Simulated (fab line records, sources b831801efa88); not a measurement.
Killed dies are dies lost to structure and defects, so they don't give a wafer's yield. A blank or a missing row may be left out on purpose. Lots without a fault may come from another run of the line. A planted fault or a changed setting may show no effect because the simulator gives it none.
Which tool did it? | flow gf180mcu | 14 lots, 42 wafers sampled, at 4 steps of a route of 602

WHAT THE GAUGES READ, wafer by wafer
GF_HV_LDD_RS_MEAS_53: measures by four-point-probe. Usual: HV_LDD_RS 418.7 ohm/sq, standard deviation 0.83.
lot  | measured     | on            | HV_LDD_RS (ohm/sq) | flag
L914 | day 12 21:58 | film_metro-03 | 417.9 417.9 418.1  |
L915 | day 13 01:01 | film_metro-03 | 418.6 419.6 420.4  |
L916 | day 13 11:20 | film_metro-03 | 415.0 415.8 416.6  | OFF
L918 | day 13 23:20 | film_metro-02 | 416.2 416.2 415.9  | OFF
L923 | day 15 11:43 | film_metro-03 | 419.4 417.9 418.6  |
L927 | day 16 21:42 | film_metro-01 | 419.0 419.2 418.9  |
L929 | day 17 12:16 | film_metro-03 | 418.5 418.3 418.4  |
L930 | day 17 19:27 | film_metro-03 | 420.2 418.8 419.3  |
L931 | day 18 03:01 | film_metro-03 | 417.9 418.1 417.6  |
L932 | day 18 08:46 | film_metro-01 | 418.4 419.2 419.7  |
L934 | day 19 08:06 | film_metro-03 | 418.5 418.6 419.2  |
L935 | day 19 08:50 | film_metro-01 | 418.9 416.8 418.4  |
L936 | day 19 15:34 | film_metro-01 | 418.8 417.8 417.9  |
L937 | day 20 02:40 | film_metro-03 | 419.1 418.2 417.8  |

GF_V1_OVL_MEAS_15. Usual: V1_OVL 1 nm, standard deviation 6.
lot  | measured     | on         | V1_OVL (nm) | flag
L914 | day 18 15:13 | overlay-02 | -4 6 -2     |
L915 | day 18 18:57 | overlay-01 | -6 -17 -11  |
L916 | day 19 07:18 | overlay-02 | -10 1 -1    |
L918 | day 19 20:35 | overlay-02 | 1 -4 -4     |
L923 | day 21 15:06 | overlay-02 | 5 9 -2      |
L927 | day 23 05:33 | overlay-02 | -2 2 1      |
L929 | day 23 16:39 | overlay-02 | -1 1 -2     |
L930 | day 24 01:12 | overlay-02 | 6 7 6       |
L931 | day 24 09:58 | overlay-01 | -1 3 -4     |
L932 | day 24 14:30 | overlay-01 | 17 14 14    |
L934 | day 25 10:02 | overlay-02 | 7 -4 0      |
L935 | day 25 11:11 | overlay-01 | 3 -5 4      |
L936 | day 25 17:14 | overlay-01 | -2 0 -8     |
L937 | day 26 02:02 | overlay-01 | -10 -4 -2   |

WHICH TOOL RAN EACH LOT (tool, then ch and the chambers of the sampled wafers, then the start)
lot  | GF_HV_LDD_IMPLANT_34            | GF_V1_CMP_04
L914 | implanter-03 ch 0, day 12 01:42 | cmp-02 ch 2,3, day 17 15:29
L915 | implanter-03 ch 0, day 12 04:01 | cmp-02 ch 1,2,3, day 17 19:16
L916 | implanter-03 ch 0, day 12 15:41 | cmp-01 ch 0,3, day 18 06:40
L918 | implanter-03 ch 0, day 13 02:28 | cmp-01 ch 0,2,3, day 18 19:23
L923 | implanter-02 ch 0, day 14 14:02 | cmp-01 ch 0,2, day 20 15:31
L927 | implanter-02 ch 0, day 15 22:34 | cmp-02 ch 0,2,3, day 22 06:07
L929 | implanter-03 ch 0, day 16 13:08 | cmp-01 ch 0,2,3, day 22 17:49
L930 | implanter-03 ch 0, day 16 19:31 | cmp-01 ch 2,3, day 23 02:28
L931 | implanter-02 ch 0, day 17 03:38 | cmp-01 ch 1,2,3, day 23 12:01
L932 | implanter-02 ch 0, day 17 08:53 | cmp-02 ch 0,1,3, day 23 16:13
L934 | implanter-02 ch 0, day 18 06:49 | cmp-02 ch 1,2, day 24 12:17
L935 | implanter-02 ch 0, day 18 07:40 | cmp-02 ch 0,1,3, day 24 13:07
L936 | implanter-03 ch 0, day 18 14:22 | cmp-02 ch 0,1,3, day 24 19:40
L937 | implanter-04 ch 0, day 19 01:22 | cmp-02 ch 1,2, day 25 04:47
- GF_HV_LDD_IMPLANT_34
- GF_V1_CMP_04: polishes SiO2.

WHAT THE TOOLS THEMSELVES READ (means of the sampled wafers that have a number; where no wafer has one, the mark that the record gives instead)
GF_HV_LDD_IMPLANT_34. Usual: dose_ions_cm2 7.5e+12, standard deviation 8.2e+09; faraday_current_uA 42.3, standard deviation 0.9.
lot  | tool         | dose_ions_cm2 | faraday_current_uA | flag
L914 | implanter-03 | 7.5e+12       | 42.7               |
L915 | implanter-03 | 7.5e+12       | 42.0               |
L916 | implanter-03 | 8.7e+12       | 49.8               | OFF
L918 | implanter-03 | 8.7e+12       | 49.5               | OFF
L923 | implanter-02 | 7.5e+12       | 42.4               |
L927 | implanter-02 | 7.5e+12       | 43.0               |
L929 | implanter-03 | 7.5e+12       | 41.7               |
L930 | implanter-03 | 7.5e+12       | 41.8               |
L931 | implanter-02 | 7.5e+12       | 42.7               |
L932 | implanter-02 | 7.5e+12       | 42.9               |
L934 | implanter-02 | 7.5e+12       | 42.7               |
L935 | implanter-02 | 7.5e+12       | 43.5               |
L936 | implanter-03 | 7.5e+12       | 42.7               |
L937 | implanter-04 | 7.5e+12       | 42.4               |

GF_V1_CMP_04. Usual: motor_current_A 12.0 A, standard deviation 1; time_to_endpoint_s 85 s, standard deviation 6.1.
lot  | tool   | motor_current_A (A) | time_to_endpoint_s (s) | flag
L914 | cmp-02 | 12.2                | 95                     |
L915 | cmp-02 | 12.2                | 98                     |
L916 | cmp-01 | 12.4                | 80                     |
L918 | cmp-01 | 12.2                | 77                     |
L923 | cmp-01 | 11.5                | 90                     |
L927 | cmp-02 | 12.1                | 90                     |
L929 | cmp-01 | 11.8                | 86                     |
L930 | cmp-01 | 12.0                | 87                     |
L931 | cmp-01 | 11.4                | 89                     |
L932 | cmp-02 | 11.8                | 81                     |
L934 | cmp-02 | 12.9                | 85                     |
L935 | cmp-02 | 12.2                | 80                     |
L936 | cmp-02 | 12.3                | 86                     |
L937 | cmp-02 | 12.9                | 82                     |

THE ANSWER, worked out from the rows above alone
Rule: a lot is off if the mean of its wafers that have a number lies more than 3 standard deviations from the usual mean. A lot without any number at a reading at which 4 lots or more have one is off too. The other lots that the step has rows for count as sound. The gauges are gone through in route order, then the tools' own readings, and for those a lot's mean is taken as printed above. The first step at which some lot is off is used, and at that step the reading that is off furthest; a lot without a number counts as furthest.
Off: L916, L918, at GF_HV_LDD_RS_MEAS_53 (HV_LDD_RS).
A tool fits if, at a process step before that reading, it ran every lot that is off, and no sound lot after the first of them. The gauges at GF_HV_LDD_RS_MEAS_53 aren't tried: what is off there is off at GF_HV_LDD_IMPLANT_34 too, on other tools, and a gauge's error can't cause that. None of those tried fits.

WHAT THE SIMULATOR HAD PUT IN
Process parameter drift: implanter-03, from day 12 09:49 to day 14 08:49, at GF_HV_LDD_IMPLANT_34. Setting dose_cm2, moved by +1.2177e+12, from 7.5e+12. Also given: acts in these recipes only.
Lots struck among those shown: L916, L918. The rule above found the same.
